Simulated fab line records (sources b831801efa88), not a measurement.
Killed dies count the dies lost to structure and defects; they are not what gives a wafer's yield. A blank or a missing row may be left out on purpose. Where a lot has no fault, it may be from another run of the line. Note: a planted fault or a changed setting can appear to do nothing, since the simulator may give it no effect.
fab line records	flow sky130
[record] lots = 5	wafers = 15	last_day = 51
route steps=708 shown METAL5@670 PASSIVATION@681 PAD_OPEN@694
lots that met no fault: taken from a fault-free run of the same line
start_h: the number of hours between the record's first day and the start of the first shown wafer of the lot	wait_h: how many hours have passed since the lot's step before this one	" as in the row above	L1.1+2: one row covering several wafers at once	- no value, or no start given	* or withheld: withheld	< > ~ a bound
route shown NAME@n: a module of which the file shows steps, and the number in the route of the first	usual: mean and standard deviation over wafers with no fault	same: alike in all rows	chamber/n: place in a boat	sites: the reading at each site	_std_site: their standard deviation	_edge_site: outer sites' mean less inner sites'	radius_mm: for every site, how far away it sits from the centre of the wafer	mask NAME#n: copy n	behind: the most recent tool/chamber to have shaped the wafer	hold: cause of the lot's hold/its duration in hours/its outcome	device: transistor that didn't switch, given as n, p or np	end of line: the same wafers' tests at the end of the route	a step with no rows: only its recipe	killed: not the wafer's yield, but the dies lost to structure and defects at the first sort	map: per-die view of a wafer (x killed, . not killed, _ where there is no die)
set.NAME: setting as actually run; set.NAME@STEP: the setting as run at that earlier step	model.NAME: the simulator's own value behind a step, which no gauge read
a table for each step, a row for each wafer; lots at some steps of the route
services: from which hour (start_h, from the record's first day; less than 0 if before it) a tool's chamber was out of use, for how many hours, and why
[[steps]]
[step SKY_METAL5_COAT_09]
[recipe] resist = NOVOLAK	spin_rpm = 3000	resist_thk_nm = 1800
lot.wafer	tool	chamber	start_h	wait_h
L075.2+3+6	litho_track-04	0	1040.56	0.1
L079.2+5+6	litho_track-04	0	1056.61	0.1
L078.1+2+6	litho_track-02	0	1062.47	0.1
L096.3+4+6	litho_track-04	0	1164.84	0.1
L097.1+3+6	litho_track-02	0	1169.23	0.1
[step SKY_METAL5_SOFTBAKE_10]
[recipe] temp_c = 90	time_s = 60	resist = NOVOLAK
lot.wafer	tool	chamber	start_h	wait_h
L075.2+3+6	litho_track-04	0	1040.71	0.1
L079.2+5+6	litho_track-04	0	1056.76	0.1
L078.1+2+6	litho_track-02	0	1062.62	0.1
L096.3+4+6	litho_track-04	0	1164.99	0.1
L097.1+3+6	litho_track-02	0	1169.38	0.1
[step SKY_METAL5_EXPOSE_11]
[recipe] mask_id = MM5	na = 0.6	source_shape = conventional	sigma_outer = 0.6	polarization = unpolarized	target_cd_nm = 1600	dose_mj = 190
[usual] exposure_dose_mJ_cm2 = 190.01/0.19
lot.wafer	tool	chamber	start_h	wait_h	mask	exposure_dose_mJ_cm2
L075.2	iline_stepper-01	0	-	-	MM5#0	190.05
L075.3	"	0	"	"	MM5#0	189.85
L075.6	"	0	"	"	MM5#0	190.09
L079.2	iline_stepper-01	0	-	-	MM5#0	190.09
L079.5	"	0	"	"	MM5#0	189.98
L079.6	"	0	"	"	MM5#0	190.37
L078.1	iline_stepper-01	0	-	-	MM5#0	189.81
L078.2	"	0	"	"	MM5#0	189.83
L078.6	"	0	"	"	MM5#0	189.79
L096.3	iline_stepper-02	0	-	-	MM5#0	189.84
L096.4	"	0	"	"	MM5#0	189.87
L096.6	"	0	"	"	MM5#0	189.89
L097.1	iline_stepper-02	0	-	-	MM5#0	190.17
L097.3	"	0	"	"	MM5#0	190.05
L097.6	"	0	"	"	MM5#0	189.90
[step SKY_METAL5_PEB_12]
[recipe] temp_c = withheld	time_s = *	resist = NOVOLAK
lot.wafer	tool	chamber	start_h	wait_h
L075.2+3+6	litho_track-04	0	-	-
L079.2+5+6	litho_track-04	0	-	-
L078.1+2+6	litho_track-04	0	-	-
L096.3+4+6	litho_track-01	0	-	-
L097.1+3+6	litho_track-02	0	-	-
[step SKY_METAL5_DEVELOP_13]
[recipe] resist = NOVOLAK	developer = TMAH	develop_time_s = 60	dev_temp_c = 23
lot.wafer	tool	chamber	start_h	wait_h
L075.2+3+6	litho_track-04	0	1050.96	0.1
L079.2+5+6	litho_track-04	0	1067.66	0.1
L078.1+2+6	litho_track-04	0	1072.59	0.1
L096.3+4+6	litho_track-01	0	1174.13	0.1
L097.1+3+6	litho_track-02	0	1177.83	0.1
[step SKY_METAL5_DESCUM_14]
[recipe] chemistry = O2	source_power_w = 150	bias_power_w = 0	pressure_mtorr = 10	temp_c = 40	time_s = 11
[usual] drypump_motor_current_A = 5.5/0.38	he_backside_leak_sccm = 3.36/0.28	oes_product_au = 1.005/0.008
lot.wafer	tool	chamber	start_h	wait_h	drypump_motor_current_A	he_backside_leak_sccm	oes_product_au	rf_hours_counter_h
L075.2	rie_metal-02	1	1051.09	0.1	5.3	2.96	1.012	15
L075.3	"	0	"	"	6.0	3.09	1.007	-
L075.6	"	1	"	"	5.3	3.02	1.014	-
L079.2	rie_metal-03	1	1067.79	0.1	5.3	3.45	1.007	14
L079.5	"	0	"	"	5.4	3.27	1.016	-
L079.6	"	1	"	"	5.3	3.49	1.003	-
L078.1	rie_metal-02	1	1072.74	0.1	5.3	3.06	1.021	17
L078.2	"	0	"	"	6.0	3.10	0.991	10
L078.6	"	0	"	"	6.0	3.33	1.002	-
L096.3	rie_metal-03	0	1174.24	0.1	5.4	3.16	1.017	-
L096.4	"	1	"	"	5.3	3.28	1.018	-
L096.6	"	1	"	"	5.3	3.65	1.014	-
L097.1	rie_metal-02	0	1177.98	0.1	6.0	3.05	0.991	19
L097.3	"	1	"	"	5.3	2.98	1.001	-
L097.6	"	0	"	"	6.0	3.09	1.003	-
[step SKY_METAL5_METAL_ETCH_15]
[recipe] target_depth_a = 12600	stop_on = SiO2	over_etch_frac = 0.2	time_s = 252	chemistry = Cl2/BCl3	resist_sidewall_deg = 86	pressure_mtorr = 10	icp_w = 900	bias_w = 48.5	Cl2_flow_sccm = 60	bcl3_flow_sccm = 30
[usual] bias_w = 48.50/0.15	drypump_motor_current_A = 5.5/0.38	he_backside_leak_sccm = 3.32/0.23	oes_product_au = 0.894/0.0053	throttle_valve_pct = 22.264/0.0085
lot.wafer	tool	chamber	start_h	wait_h	bias_w	drypump_motor_current_A	he_backside_leak_sccm	oes_product_au	rf_hours_counter_h	throttle_valve_pct
L075.2	rie_metal-02	1	1051.12	0.0	48.59	5.3	3.16	0.892	15	22.246
L075.3	"	0	"	"	48.63	6.0	3.16	0.900	-	22.254
L075.6	"	1	"	"	48.56	5.3	3.07	0.890	-	22.250
L079.2	rie_metal-03	1	1067.82	0.0	48.44	5.3	3.46	0.892	14	22.263
L079.5	"	0	"	"	48.36	5.4	3.26	0.894	-	22.263
L079.6	"	1	"	"	48.28	5.3	3.57	0.890	-	22.258
L078.1	rie_metal-02	1	1072.77	0.0	48.33	5.3	3.24	0.895	17	22.279
L078.2	"	0	"	"	48.54	6.0	3.21	0.886	10	22.261
L078.6	"	0	"	"	48.54	6.0	3.21	0.895	-	22.266
L096.3	rie_metal-03	0	1174.34	0.1	48.67	5.4	2.88	0.901	-	22.264
L096.4	"	1	"	"	48.43	5.3	3.43	0.894	-	22.263
L096.6	"	1	"	"	48.44	5.3	3.58	0.891	-	22.264
L097.1	rie_metal-02	0	1178.01	0.0	48.49	6.0	3.29	0.886	19	22.274
L097.3	"	1	"	"	48.23	5.3	3.18	0.900	-	22.270
L097.6	"	0	"	"	48.72	6.0	3.14	0.897	-	22.263
[step SKY_METAL5_STRIP_16]
[recipe] chemistry = O2/N2	power_w = 1400	pressure_mtorr = 1500	platen_temp_c = withheld	o2_flow_sccm = 3000	n2_flow_sccm = 300	overash_fraction = 0.5
[usual] drypump_motor_current_A = 5.4/0.53	oes_product_au = 0.710/0.0041	strip_time_to_endpoint_s = 13.02/0.11
lot.wafer	tool	chamber	start_h	wait_h	drypump_motor_current_A	oes_product_au	rf_hours_counter_h	strip_time_to_endpoint_s
L075.2	plasma_asher-01	0	1051.35	0.2	5.7	0.717	124	13.04
L075.3	"	1	"	"	4.9	0.714	-	13.15
L075.6	"	1	"	"	4.8	0.715	-	12.93
L079.2	plasma_asher-04	1	1068.05	0.2	4.9	0.709	62	13.06
L079.5	"	0	"	"	5.2	0.709	-	13.02
L079.6	"	1	"	"	4.9	0.703	-	13.07
L078.1	plasma_asher-03	0	1073.00	0.2	6.3	0.708	33	12.92
L078.2	"	1	"	"	5.8	0.706	33	13.16
L078.6	"	0	"	"	6.3	0.714	-	13.13
L096.3	plasma_asher-01	1	1174.53	0.1	4.8	0.708	-	12.79
L096.4	"	0	"	"	5.7	0.711	-	12.98
L096.6	"	1	"	"	4.8	0.711	-	12.90
L097.1	plasma_asher-01	0	1178.24	0.2	5.7	0.711	11	13.14
L097.3	"	0	"	"	5.7	0.711	-	13.07
L097.6	"	1	"	"	4.8	0.709	-	13.17
[step SKY_METAL5_STRIP_17]
[recipe] chemistry = post_etch_residue_remover	time_s = 1200	temp_c = 72.5
lot.wafer	tool	chamber	start_h	wait_h
L075.2+3+6	wet_bench-01	1	1051.45	0.1
L079.2+5+6	wet_bench-01	0	1068.15	0.1
L078.1+2+6	wet_bench-01	3	1073.10	0.1
L096.3+4+6	wet_bench-01	3	1174.60	0.0
L097.1+3+6	wet_bench-01	3	1178.34	0.1
[step SKY_METAL5_CLEAN_18]
[recipe] chemistry = IPA	time_s = 180	temp_c = 25
lot.wafer	tool	chamber	start_h	wait_h
L075.2+3+6	wet_bench-03	3	1051.80	0.0
L079.2+5+6	wet_bench-04	2	1068.50	0.0
L078.1+2+6	wet_bench-03	0	1073.45	0.0
L096.3+4+6	wet_bench-01	1	1174.97	0.0
L097.1+3+6	wet_bench-01	0	1178.69	0.0
[step SKY_METAL5_CLEAN_19]
[recipe] chemistry = O3/DIW	dry = n2_spin
lot.wafer	tool	chamber	start_h	wait_h
L075.2+3+6	wet_bench-04	0	1051.86	0.0
L079.2+5+6	wet_bench-03	2	1068.55	0.0
L078.1+2+6	wet_bench-04	0	1073.50	0.0
L096.3+4+6	wet_bench-03	3	1175.23	0.2
L097.1+3+6	wet_bench-01	3	1178.74	0.0
[step SKY_PASSIVATION_CVD_00]
[recipe] material = SiO2	target_thk_nm = 90	temp_c = 400	time_s = withheld	rf_w = 600
[usual] heater_power_w = 621/110
lot.wafer	tool	chamber	start_h	wait_h	heater_power_w
L075.2	pecvd-04	2	1051.95	0.0	754
L075.3	"	1	"	"	529
L075.6	"	1	"	"	543
L079.2	pecvd-04	0	1068.66	0.0	500
L079.5	"	1	"	"	531
L079.6	"	0	"	"	516
L078.1	pecvd-03	2	1073.60	0.0	516
L078.2	"	1	"	"	597
L078.6	"	0	"	"	581
L096.3	pecvd-03	0	1175.32	0.0	637
L096.4	"	0	"	"	616
L096.6	"	1	"	"	596
L097.1	pecvd-03	0	1178.84	0.0	617
L097.3	"	1	"	"	675
L097.6	"	1	"	"	665
[step SKY_PASSIVATION_THK_MEAS_01]
[recipe] reads = SiO2_of_PASSIVATION_CVD_00
[usual] PASSIVATION_CVD_00_THK = 89.6/1.1
lot.wafer	tool	chamber	start_h	wait_h	PASSIVATION_CVD_00_THK[nm]
L075.2	film_metro-01	-	1051.98	-	90.2
L075.3	"	-	"	"	90.1
L075.6	"	-	"	"	92.0
L079.2	film_metro-04	-	1068.70	-	89.4
L079.5	"	-	"	"	89.7
L079.6	"	-	"	"	90.3
L078.1	film_metro-04	-	1073.62	-	88.3
L078.2	"	-	"	"	88.0
L078.6	"	-	"	"	90.4
L096.3	film_metro-04	-	1175.36	-	90.7
L096.4	"	-	"	"	91.2
L096.6	"	-	"	"	90.9
L097.1	film_metro-01	-	1178.86	-	89.8
L097.3	"	-	"	"	89.2
L097.6	"	-	"	"	90.5
[step SKY_PASSIVATION_CVD_02]
[recipe] material = Si3N4	target_thk_nm = 540	temp_c = 400	time_s = withheld	rf_w = 450
[usual] heater_power_w = 667/94
lot.wafer	tool	chamber	start_h	wait_h	heater_power_w
L075.2	pecvd-01	0	1052.03	0.0	834
L075.3	"	2	"	"	696
L075.6	"	0	"	"	848
L079.2	pecvd-01	2	1068.75	0.0	691
L079.5	"	2	"	"	693
L079.6	"	1	"	"	686
L078.1	pecvd-04	1	1073.68	0.1	613
L078.2	"	2	"	"	813
L078.6	"	2	"	"	818
L096.3	pecvd-01	2	1175.40	0.0	573
L096.4	"	1	"	"	704
L096.6	"	2	"	"	631
L097.1	pecvd-04	2	1178.92	0.1	916
L097.3	"	0	"	"	486
L097.6	"	0	"	"	517
[step SKY_PASSIVATION_THK_MEAS_03]
[recipe] reads = Si3N4_of_PASSIVATION_CVD_02
[usual] PASSIVATION_CVD_02_THK = 541/7.1
lot.wafer	tool	chamber	start_h	wait_h	PASSIVATION_CVD_02_THK[nm]
L075.2	film_metro-02	-	1052.27	-	542
L075.3	"	-	"	"	532
L075.6	"	-	"	"	555
L079.2	film_metro-02	-	1069.01	-	535
L079.5	"	-	"	"	537
L079.6	"	-	"	"	550
L078.1	film_metro-01	-	1073.90	-	531
L078.2	"	-	"	"	532
L078.6	"	-	"	"	546
L096.3	film_metro-04	-	1175.64	-	542
L096.4	"	-	"	"	558
L096.6	"	-	"	"	549
L097.1	film_metro-02	-	1179.14	-	537
L097.3	"	-	"	"	535
L097.6	"	-	"	"	541
[step SKY_PASSIVATION_DEHYDRATE_04]
[recipe] temp_c = 200	time_s = 60
lot.wafer	tool	chamber	start_h	wait_h
L075.2+3+6	litho_track-02	0	1063.60	11.3
L079.2+5+6	litho_track-02	0	1078.55	9.5
L078.1+2+6	litho_track-04	0	1084.94	11.0
L096.3+4+6	litho_track-02	0	1183.28	7.6
L097.1+3+6	litho_track-03	0	1187.15	8.0
[step SKY_PASSIVATION_HMDS_05]
[recipe] prime_time_s = 60	prime_temp_c = 120
lot.wafer	tool	chamber	start_h	wait_h
L075.2+3+6	litho_track-02	0	1063.75	0.1
L079.2+5+6	litho_track-02	0	1078.70	0.1
L078.1+2+6	litho_track-04	0	1085.09	0.1
L096.3+4+6	litho_track-02	0	1183.43	0.1
L097.1+3+6	litho_track-03	0	1187.30	0.1
[step SKY_PASSIVATION_COAT_06]
[recipe] spin_rpm = 2000	resist_thk_nm = 3000
lot.wafer	tool	chamber	start_h	wait_h
L075.2+3+6	litho_track-02	0	1063.90	0.1
L079.2+5+6	litho_track-02	0	1078.85	0.1
L078.1+2+6	litho_track-04	0	1085.24	0.1
L096.3+4+6	litho_track-02	0	1183.58	0.1
L097.1+3+6	litho_track-03	0	1187.45	0.1
[step SKY_PASSIVATION_SOFTBAKE_07]
[recipe] temp_c = 110	time_s = withheld
lot.wafer	tool	chamber	start_h	wait_h
L075.2+3+6	litho_track-02	0	1064.06	0.1
L079.2+5+6	litho_track-02	0	1079.01	0.1
L078.1+2+6	litho_track-04	0	1085.39	0.1
L096.3+4+6	litho_track-02	0	1183.74	0.1
L097.1+3+6	litho_track-03	0	1187.60	0.1
[step SKY_PASSIVATION_EXPOSE_08]
[recipe] mask_id = NSM	target_cd_nm = 3000	na = 0.57	dose_mj = 260
[usual] exposure_dose_mJ_cm2 = 260.02/0.25
lot.wafer	tool	chamber	start_h	wait_h	mask	exposure_dose_mJ_cm2
L075.2	iline_stepper-01	0	-	-	NSM#0	259.99
L075.3	"	0	"	"	NSM#0	260.00
L075.6	"	0	"	"	NSM#0	260.16
L079.2	iline_stepper-02	0	-	-	NSM#0	259.97
L079.5	"	0	"	"	NSM#0	260.05
L079.6	"	0	"	"	NSM#0	260.21
L078.1	iline_stepper-01	0	-	-	NSM#0	260.31
L078.2	"	0	"	"	NSM#0	260.10
L078.6	"	0	"	"	NSM#0	260.10
L096.3	iline_stepper-01	0	-	-	NSM#0	260.08
L096.4	"	0	"	"	NSM#0	260.13
L096.6	"	0	"	"	NSM#0	260.31
L097.1	iline_stepper-01	0	-	-	NSM#0	260.00
L097.3	"	0	"	"	NSM#0	260.07
L097.6	"	0	"	"	NSM#0	260.40
[step SKY_PASSIVATION_PEB_09]
[recipe] temp_c = 115	time_s = withheld
lot.wafer	tool	chamber	start_h	wait_h
L075.2+3+6	litho_track-02	0	-	-
L079.2+5+6	litho_track-02	0	-	-
L078.1+2+6	litho_track-02	0	-	-
L096.3+4+6	litho_track-04	0	-	-
L097.1+3+6	litho_track-03	0	-	-
[step SKY_PASSIVATION_DEVELOP_10]
[recipe] develop_time_s = 60	dev_temp_c = 23
lot.wafer	tool	chamber	start_h	wait_h
L075.2+3+6	litho_track-02	0	-	-
L079.2+5+6	litho_track-02	0	-	-
L078.1+2+6	litho_track-02	0	-	-
L096.3+4+6	litho_track-04	0	-	-
L097.1+3+6	litho_track-03	0	-	-
[step SKY_PASSIVATION_ETCH_11]
[recipe] chemistry = CF4/O2	target_depth_nm = 725	stop_on = AlCu	source_w = 800	bias_w = 150	pressure_mtorr = 150	cf4_flow_sccm = 80	O2_flow_sccm = 10	time_s = 161.1
[usual] bias_w = 150.0/0.46	drypump_motor_current_A = 5.6/0.47	oes_product_au = 0.978/0.0074	throttle_valve_pct = 5.965/0.0094
lot.wafer	tool	chamber	start_h	wait_h	bias_w	drypump_motor_current_A	oes_product_au	rf_hours_counter_h	throttle_valve_pct
L075.2	rie_diel-03	0	1074.07	-	149.5	5.2	0.974	15	5.970
L075.3	"	3	"	"	150.0	6.2	0.969	21	5.972
L075.6	"	1	"	"	149.4	5.9	0.995	-	5.977
L079.2	rie_diel-01	3	1089.92	-	149.1	5.1	0.974	17	5.967
L079.5	"	3	"	"	149.3	5.1	0.981	-	5.952
L079.6	"	0	"	"	150.3	5.5	0.984	-	5.969
L078.1	rie_diel-03	0	1095.22	-	151.0	5.2	0.966	15	5.968
L078.2	"	2	"	"	150.1	5.9	0.972	0	5.962
L078.6	"	1	"	"	149.9	6.0	0.986	-	5.956
L096.3	rie_diel-01	0	1192.59	-	150.1	5.5	0.982	23	5.941
L096.4	"	1	"	"	149.6	5.0	0.997	13	5.974
L096.6	"	3	"	"	150.7	5.1	0.988	-	5.956
L097.1	rie_diel-04	2	1195.85	-	150.0	5.6	0.972	3	5.967
L097.3	"	3	"	"	149.3	6.6	0.975	25	5.968
L097.6	"	3	"	"	149.8	6.6	0.983	-	5.977
[step SKY_PASSIVATION_STRIP_12]
[recipe] chemistry = O2/N2	power_w = 1400	pressure_mtorr = 1500	platen_temp_c = withheld	overash_fraction = 0.7	o2_flow_sccm = 3000	n2_flow_sccm = 300
[usual] drypump_motor_current_A = 5.6/0.52	oes_product_au = 0.660/0.0047	strip_time_to_endpoint_s = 31.52/0.14
lot.wafer	tool	chamber	start_h	wait_h	drypump_motor_current_A	oes_product_au	rf_hours_counter_h	strip_time_to_endpoint_s
L075.2	plasma_asher-03	0	1074.18	0.1	6.4	0.663	33	31.32
L075.3	"	0	"	"	6.4	0.652	-	31.58
L075.6	"	0	"	"	6.3	0.661	-	31.49
L079.2	plasma_asher-03	1	1090.03	0.1	5.8	0.659	34	31.51
L079.5	"	0	"	"	6.3	0.660	-	31.56
L079.6	"	1	"	"	5.8	0.658	-	31.72
L078.1	plasma_asher-04	1	1095.33	0.1	4.9	0.662	65	31.55
L078.2	"	0	"	"	5.2	0.666	65	31.43
L078.6	"	0	"	"	5.2	0.658	-	31.54
L096.3	plasma_asher-04	1	1192.73	0.1	4.9	0.663	-	31.58
L096.4	"	0	"	"	5.2	0.660	-	31.31
L096.6	"	0	"	"	5.2	0.660	-	31.54
L097.1	plasma_asher-03	0	1195.96	0.1	6.3	0.663	44	31.69
L097.3	"	0	"	"	6.3	0.663	-	31.51
L097.6	"	1	"	"	5.8	0.653	-	31.52
[step SKY_PAD_OPEN_DEHYDRATE_00]
[recipe] temp_c = 200	time_s = 60
lot.wafer	tool	chamber	start_h	wait_h
L075.2+3+6	litho_track-01	0	1085.20	11.0
L079.2+5+6	litho_track-03	0	1099.43	9.4
L078.1+2+6	litho_track-03	0	1105.15	9.8
L096.3+4+6	litho_track-01	0	1199.83	7.1
L097.1+3+6	litho_track-01	0	1202.98	7.0
[step SKY_PAD_OPEN_HMDS_01]
[recipe] prime_time_s = 60	prime_temp_c = 120
lot.wafer	tool	chamber	start_h	wait_h
L075.2+3+6	litho_track-01	0	1085.35	0.1
L079.2+5+6	litho_track-03	0	1099.58	0.1
L078.1+2+6	litho_track-03	0	1105.30	0.1
L096.3+4+6	litho_track-01	0	1199.98	0.1
L097.1+3+6	litho_track-01	0	1203.13	0.1
[step SKY_PAD_OPEN_COAT_02]
[recipe] spin_rpm = 2000	resist_thk_nm = 3000
lot.wafer	tool	chamber	start_h	wait_h
L075.2+3+6	litho_track-01	0	1085.50	0.1
L079.2+5+6	litho_track-03	0	1099.73	0.1
L078.1+2+6	litho_track-03	0	1105.45	0.1
L096.3+4+6	litho_track-01	0	1200.13	0.1
L097.1+3+6	litho_track-01	0	1203.28	0.1
[step SKY_PAD_OPEN_SOFTBAKE_03]
[recipe] temp_c = 110	time_s = withheld
lot.wafer	tool	chamber	start_h	wait_h
L075.2+3+6	litho_track-01	0	1085.66	0.1
L079.2+5+6	litho_track-03	0	1099.89	0.1
L078.1+2+6	litho_track-03	0	1105.60	0.1
L096.3+4+6	litho_track-01	0	1200.30	0.1
L097.1+3+6	litho_track-01	0	1203.43	0.1
[step SKY_PAD_OPEN_EXPOSE_04]
[recipe] mask_id = PDM	target_cd_nm = 60000	na = 0.57	dose_mj = 260
[usual] exposure_dose_mJ_cm2 = 259.97/0.26
lot.wafer	tool	chamber	start_h	wait_h	mask	exposure_dose_mJ_cm2
L075.2	iline_stepper-01	0	-	-	PDM#0	259.93
L075.3	"	0	"	"	PDM#0	259.85
L075.6	"	0	"	"	PDM#0	259.94
L079.2	iline_stepper-02	0	-	-	PDM#0	259.87
L079.5	"	0	"	"	PDM#0	260.07
L079.6	"	0	"	"	PDM#0	259.69
L078.1	iline_stepper-02	0	-	-	PDM#0	259.74
L078.2	"	0	"	"	PDM#0	259.77
L078.6	"	0	"	"	PDM#0	260.49
L096.3	iline_stepper-01	0	-	-	PDM#0	259.91
L096.4	"	0	"	"	PDM#0	259.97
L096.6	"	0	"	"	PDM#0	259.96
L097.1	iline_stepper-02	0	-	-	PDM#0	260.09
L097.3	"	0	"	"	PDM#0	260.03
L097.6	"	0	"	"	PDM#0	259.84
[step SKY_PAD_OPEN_PEB_05]
[recipe] temp_c = 115	time_s = withheld
lot.wafer	tool	chamber	start_h	wait_h
L075.2+3+6	litho_track-01	0	-	-
L079.2+5+6	litho_track-04	0	-	-
L078.1+2+6	litho_track-01	0	-	-
L096.3+4+6	litho_track-01	0	-	-
L097.1+3+6	litho_track-01	0	-	-
[step SKY_PAD_OPEN_DEVELOP_06]
[recipe] develop_time_s = 60	dev_temp_c = 23
lot.wafer	tool	chamber	start_h	wait_h
L075.2+3+6	litho_track-01	0	-	-
L079.2+5+6	litho_track-04	0	-	-
L078.1+2+6	litho_track-01	0	-	-
L096.3+4+6	litho_track-01	0	-	-
L097.1+3+6	litho_track-01	0	-	-
[step SKY_PAD_OPEN_ETCH_07]
[recipe] chemistry = CF4/O2	target_depth_nm = 725	stop_on = AlCu	source_w = 800	bias_w = 150	pressure_mtorr = 150	cf4_flow_sccm = 80	O2_flow_sccm = 10	time_s = 161.1
[usual] bias_w = 150.0/0.49	drypump_motor_current_A = 5.7/0.5	oes_product_au = 0.978/0.0074	throttle_valve_pct = 5.964/0.01
lot.wafer	tool	chamber	start_h	wait_h	bias_w	drypump_motor_current_A	oes_product_au	rf_hours_counter_h	throttle_valve_pct
L075.2	rie_diel-04	3	1095.48	-	151.1	6.6	0.982	21	5.975
L075.3	"	1	"	"	149.5	5.2	0.978	21	5.950
L075.6	"	2	"	"	150.2	5.6	0.985	-	5.964
L079.2	rie_diel-04	1	1110.84	-	148.8	5.2	0.974	21	5.964
L079.5	"	0	"	"	148.9	5.3	0.980	-	5.961
L079.6	"	1	"	"	150.0	5.2	0.991	-	5.959
L078.1	rie_diel-03	1	1115.68	-	150.9	5.9	0.967	15	5.982
L078.2	"	3	"	"	150.0	6.2	0.966	23	5.947
L078.6	"	0	"	"	150.6	5.2	0.993	-	5.953
L096.3	rie_diel-02	2	1206.88	-	150.0	6.1	0.976	11	5.963
L096.4	"	1	"	"	150.5	6.1	0.985	29	5.979
L096.6	"	3	"	"	149.5	5.0	0.976	-	5.972
L097.1	rie_diel-03	3	1211.73	-	150.8	6.2	0.985	26	5.984
L097.3	"	0	"	"	151.4	5.2	0.976	20	5.961
L097.6	"	2	"	"	149.6	5.9	0.982	-	5.961
[step SKY_PAD_OPEN_STRIP_08]
[recipe] chemistry = O2/N2	power_w = 1400	pressure_mtorr = 1500	platen_temp_c = withheld	overash_fraction = 0.7	o2_flow_sccm = 3000	n2_flow_sccm = 300
[usual] drypump_motor_current_A = 5.2/0.31	oes_product_au = 0.662/0.0045	strip_time_to_endpoint_s = 37.07/0.1
lot.wafer	tool	chamber	start_h	wait_h	drypump_motor_current_A	oes_product_au	rf_hours_counter_h	strip_time_to_endpoint_s
L075.2	plasma_asher-01	0	1095.58	0.1	5.6	0.657	3	37.20
L075.3	"	0	"	"	5.7	0.658	-	37.20
L075.6	"	0	"	"	5.7	0.663	-	37.20
L079.2	plasma_asher-01	0	1110.94	0.1	5.7	0.668	4	36.95
L079.5	"	1	"	"	4.8	0.661	-	36.99
L079.6	"	0	"	"	5.7	0.660	-	37.00
L078.1	plasma_asher-02	1	1115.78	0.1	5.6	0.658	100	37.11
L078.2	"	0	"	"	5.1	0.666	100	37.07
L078.6	"	1	"	"	5.6	0.661	-	37.14
L096.3	plasma_asher-01	1	1207.02	0.1	4.8	0.659	-	37.26
L096.4	"	0	"	"	5.7	0.661	-	37.18
L096.6	"	0	"	"	5.7	0.663	-	37.15
L097.1	plasma_asher-02	1	1211.84	0.1	5.6	0.661	108	37.12
L097.3	"	0	"	"	5.1	0.659	-	37.25
L097.6	"	0	"	"	5.1	0.665	-	37.17
[step SKY_PAD_OPEN_STRIP_09]
[recipe] chemistry = post_etch_residue_remover	time_s = 1200	temp_c = 72.5
lot.wafer	tool	chamber	start_h	wait_h
L075.2+3+6	wet_bench-04	1	1095.68	0.1
L079.2+5+6	wet_bench-02	2	1111.04	0.1
L078.1+2+6	wet_bench-02	2	1115.88	0.1
L096.3+4+6	wet_bench-04	0	1207.09	0.0
L097.1+3+6	wet_bench-01	3	1211.94	0.1
[step SKY_PAD_OPEN_CLEAN_10]
[recipe] chemistry = IPA	time_s = 180	temp_c = 25
lot.wafer	tool	chamber	start_h	wait_h
L075.2+3+6	wet_bench-01	2	1096.09	0.0
L079.2+5+6	wet_bench-04	2	1111.38	0.0
L078.1+2+6	wet_bench-04	2	1116.23	0.0
L096.3+4+6	wet_bench-02	3	1207.43	0.0
L097.1+3+6	wet_bench-04	1	1212.28	0.0
[step SKY_PAD_OPEN_CLEAN_11]
[recipe] chemistry = O3/DIW	dry = n2_spin
lot.wafer	tool	chamber	start_h	wait_h
L075.2+3+6	wet_bench-04	2	1096.17	0.0
L079.2+5+6	wet_bench-01	2	1111.44	0.0
L078.1+2+6	wet_bench-01	1	1116.28	0.0
L096.3+4+6	wet_bench-04	2	1207.49	0.0
L097.1+3+6	wet_bench-01	2	1212.34	0.0
[step SKY_PAD_OPEN_ANNEAL_12]
[recipe] temp_c = 400	time_s = withheld	ambient = N2/H2	idle_temp_c = 300	ramp_up_c_per_min = 8	ramp_down_c_per_min = 4
lot.wafer	tool	chamber	start_h	wait_h
L075.2+3+6	furnace-02	0	1096.28	0.0
L079.2+5+6	furnace-02	0	1111.55	0.0
L078.1+2+6	furnace-01	0	1116.38	0.0
L096.3+4+6	furnace-01	0	1207.58	0.0
L097.1+3+6	furnace-01	0	1212.43	0.0
[step SKY_PAD_OPEN_BOW_MEAS_13]
[recipe] mode = bow
[usual] PAD_OPEN_BOW = 50/8.9
lot.wafer	tool	chamber	start_h	wait_h	PAD_OPEN_BOW[um]
L075.2	film_metro-01	-	1097.80	-	56
L075.3	"	-	"	"	38
L075.6	"	-	"	"	47
L079.2	film_metro-01	-	1113.07	-	39
L079.5	"	-	"	"	44
L079.6	"	-	"	"	40
L078.1	film_metro-03	-	1117.88	-	73
L078.2	"	-	"	"	62
L078.6	"	-	"	"	56
L096.3	film_metro-03	-	1209.12	-	44
L096.4	"	-	"	"	63
L096.6	"	-	"	"	50
L097.1	film_metro-03	-	1213.93	-	55
L097.3	"	-	"	"	66
L097.6	"	-	"	"	48
[[services]]
tool	chamber	start_h	hours	kind
pecvd-04	2	1026.62	5.1	repair
pecvd-04	1	1028.72	3.9	repair
rie_diel-01	-	1037.64	4.3	pm
furnace-02	-	1045.66	4.0	pm
pecvd-03	-	1047.64	0.6	repair
plasma_asher-01	-	1055.25	9.0	pm
plasma_asher-04	-	1071.79	4.3	pm
pecvd-03	0	1075.76	1.7	repair
rie_diel-01	1	1084.37	7.1	repair
rie_diel-04	3	1089.70	3.3	repair
iline_stepper-02	-	1091.45	1.7	pm
furnace-01	-	1098.07	13.8	pm
rie_diel-04	3	1099.33	8.9	repair
iline_stepper-01	-	1118.16	1.7	pm
wet_bench-04	-	1125.05	58.4	repair
plasma_asher-02	-	1133.78	6.8	repair
iline_stepper-01	-	1138.03	1.2	repair
furnace-01	-	1140.38	3.6	pm
iline_stepper-02	-	1153.21	5.3	repair
rie_metal-03	1	1153.24	5.1	repair
rie_diel-01	-	1170.56	0.5	repair
furnace-01	-	1174.74	4.5	pm
iline_stepper-02	-	1176.00	15.1	repair
rie_diel-03	3	1176.37	6.3	repair
[[key]]
fault none
